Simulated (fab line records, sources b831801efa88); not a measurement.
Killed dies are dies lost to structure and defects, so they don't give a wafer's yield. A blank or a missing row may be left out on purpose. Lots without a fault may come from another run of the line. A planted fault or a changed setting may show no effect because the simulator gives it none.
A struck lot beside a sound one | flow sky130 | 43 steps out of a route of 708
Sound: wafers L750.2, L750.3, L750.4. Struck: wafers L758.2, L758.5, L758.6. The cause comes at the end.
At each step with rows: each side's tool, then ch and its chambers, then its first start. Under that, the readings that differ: sound wafers | struck wafers | difference of the means | sigmas: that difference in standard deviations of wafers without a fault.
alike: readings whose means differ by less than 2 such deviations, and words and numbers that are the same on both sides. not compared: withheld readings, readings that some wafer has no value for, bounds like >300 that may hide the same value, and numbers for which the record gives no deviation and whose values overlap.
The two part at a step that has a row with sigmas, a row that says differs or no value, or rows on one side only. Numbers that don't overlap but have no deviation are shown without sigmas and don't part them. A reading that every wafer of one side lacks parts them only if that side has two wafers or more.

SKY_VIA2_OVL_MEAS_13:
  sound on overlay-02, day 36 23:04; struck on overlay-02, day 39 15:55
  alike: VIA2_OVL
SKY_VIA2_ETCH_14: etches BARC in N2/H2, stops on SiO2, time 45.9 s, target depth 60 nm.
  sound on rie_diel-02 ch 0,2,3, day 36 23:06; struck on rie_diel-03 ch 1,2, day 39 15:56
  alike: drypump_motor_current_A, oes_product_au, throttle_valve_pct
  not compared: rf_hours_counter_h
SKY_VIA2_ETCH_15: etches SiO2 in C4F8/O2/Ar, stops on TiN, target depth 546 nm, time 84 s.
  sound on rie_diel-02 ch 0,2,3, day 36 23:08; struck on rie_diel-03 ch 1,2, day 39 16:00
  alike: oes_product_au
  not compared: rf_hours_counter_h
SKY_VIA2_STRIP_16: strips in O2/N2.
  sound on plasma_asher-01 ch 0,1, day 36 23:12; struck on plasma_asher-04 ch 0,1, day 39 16:06
  alike: drypump_motor_current_A, oes_product_au, strip_time_to_endpoint_s
  not compared: rf_hours_counter_h
then, 5 steps without rows for these wafers: SKY_VIA2_STRIP_17 (strips in post etch residue remover, time 1200 s); SKY_VIA2_CLEAN_18 (cleans in IPA, time 180 s); SKY_VIA2_CLEAN_19 (cleans in O3/DIW); SKY_VIA2_SPUTTER_20 (material TiN, target thk 20 nm, time 80 s); SKY_VIA2_CVD_21 (deposits W, target thk 420 nm, time 126.4 s).
SKY_VIA2_RS_MEAS_22: measures by four-point-probe.
  sound on film_metro-04, day 37 00:01; struck on film_metro-02, day 39 17:08
  alike: VIA2_W_RS
SKY_VIA2_THK_MEAS_23: measures by xrf.
  sound on film_metro-04, day 37 00:07; struck on film_metro-02, day 39 17:15
  alike: VIA2_W_THK
then, 1 step without rows for these wafers: SKY_VIA2_CMP_24 (polishes, stops on SiO2, t overpolish 20 s, target thk 0 nm).
SKY_METAL3_SPUTTER_00: material Ti, target thk 15 nm, time 10 s.
  sound on pvd_sputter-02, day 37 00:28; struck on pvd_sputter-01, day 39 17:36
  alike: throttle_valve_pct
SKY_METAL3_SPUTTER_01: material TiN, target thk 20 nm, time 16.7 s.
  sound on pvd_sputter-02, day 37 00:29; struck on pvd_sputter-01, day 39 17:37
  alike: throttle_valve_pct
then, 1 step without rows for these wafers: SKY_METAL3_SPUTTER_02 (material AlCu, target thk 735 nm, time 39.1 s).
SKY_METAL3_SPUTTER_03: material Ti, target thk 5 nm, time 3.3 s.
  sound on pvd_sputter-02, day 37 00:33; struck on pvd_sputter-01, day 39 17:41
  alike: throttle_valve_pct
then, 2 steps without rows for these wafers: SKY_METAL3_SPUTTER_04 (material TiN, target thk 70 nm, time 58.3 s); SKY_CAPM_CVD_00 (deposits SiO2, target thk 15.5 nm).
SKY_CAPM_THK_MEAS_01:
  sound on film_metro-04, day 37 00:39; struck on film_metro-03, day 39 17:47
  alike: CAPM_CVD_00_THK
then, 1 step without rows for these wafers: SKY_CAPM_SPUTTER_02 (material TiN, target thk 200 nm, time 166.7 s).
SKY_CAPM_RS_MEAS_03: measures by four-point-probe.
  sound on film_metro-03, day 37 00:50; struck on film_metro-04, day 39 17:58
  alike: CAPM_TIN_RS
SKY_CAPM_THK_MEAS_04: measures by xrf.
  sound on film_metro-03, day 37 00:56; struck on film_metro-04, day 39 18:04
  alike: CAPM_TIN_THK
then, 7 steps without rows for these wafers: SKY_CAPM_DEHYDRATE_05 (time 60 s); SKY_CAPM_HMDS_06 (prime time 60 s); SKY_CAPM_COAT_07 (resist thk 1140 nm); SKY_CAPM_SOFTBAKE_08 (time 60 s); SKY_CAPM_EXPOSE_09 (exposes mask CAPM, target cd 1000 nm); SKY_CAPM_PEB_10; SKY_CAPM_DEVELOP_11 (develop time 60 s).
SKY_CAPM_OVL_MEAS_12:
  sound on overlay-01, day 38 02:55; struck on overlay-01, day 40 17:45
  reading       | sound          | struck       | difference | sigmas
  CAPM_OVL (nm) | -2.8 -2.6 -1.6 | -0.3 3.6 0.1 | +3.5       | +2
then, 12 steps without rows for these wafers: SKY_CAPM_METAL_ETCH_13 (etches TiN in Cl2/BCl3, stops on SiO2, target depth 220 nm, time 62.9 s); SKY_CAPM_STRIP_14 (strips in O2/N2); SKY_CAPM_STRIP_15 (strips in post etch residue remover, time 1200 s); SKY_CAPM_CLEAN_16 (cleans in IPA, time 180 s); SKY_CAPM_CLEAN_17 (cleans in O3/DIW); SKY_METAL3_DEHYDRATE_05 (time 60 s); SKY_METAL3_HMDS_06 (prime time 60 s); SKY_METAL3_COAT_07 (resist thk 60 nm); SKY_METAL3_COAT_08 (resist thk 1140 nm); SKY_METAL3_SOFTBAKE_09 (time 90 s); SKY_METAL3_EXPOSE_10 (exposes mask MM3, target cd 300 nm); SKY_METAL3_PEB_11.
-- the record jumps here: 8 days lie between the struck wafers' starts before and after (it left off in module METAL3 and takes up again in module PAD_OPEN, whose first step shown is number 708 of the route) --
SKY_PAD_OPEN_PROBE_99:
  sound on prober-02, day 46 03:01; struck on prober-01, day 48 14:29
  reading                               | sound              | struck            | difference | sigmas
  defect_limited_yield (%)              | 83.3 78.0 79.7     | 70.3 74.0 76.0    | -6.9       | -4
  killed_at_M0_to_M3                    | 46 50 39           | 98 89 76          | +43        | +7
  killed_dies                           | 82 108 100         | 146 128 118       | +34        | +4
  sort_bin_3_pad_short (%)              | 1.0 1.4 0.6        | 3.7 3.0 3.9       | +2.5       | +6
  sort_bin_5_function (%)               | 9.8 12.8 13.0      | 17.9 14.6 13.8    | +3.6       | +2
  sort_n_pass                           | 410 384 392        | 346 364 374       | -34        | -4
  sort_yield_pct (%)                    | 83.3 78.0 79.7     | 70.3 74.0 76.0    | -6.9       | -4
  model.etest.tester.sort_n_pass        | 410 384 392        | 346 364 374       | -34        |
  model.etest.tester.sort_yield_pct (%) | 83.33 78.05 79.67  | 70.33 73.98 76.02 | -6.91      |
  model.etest.tester.sort_bin_5_pct (%) | 9.756 12.8 13.01   | 17.89 14.63 13.82 | +3.59      |
  model.etest.tester.sort_bin_3_pct (%) | 1.016 1.423 0.6098 | 3.659 3.049 3.862 | +2.507     |
  alike: killed_at_M4_up, killed_at_contacts, killed_at_front_end, killed_at_other, killed_open, killed_short, sort_bin_6_memory

WHERE THEY PART
First at SKY_CAPM_OVL_MEAS_12; last, within this record, at SKY_PAD_OPEN_PROBE_99.

WHY: what the simulator had put in
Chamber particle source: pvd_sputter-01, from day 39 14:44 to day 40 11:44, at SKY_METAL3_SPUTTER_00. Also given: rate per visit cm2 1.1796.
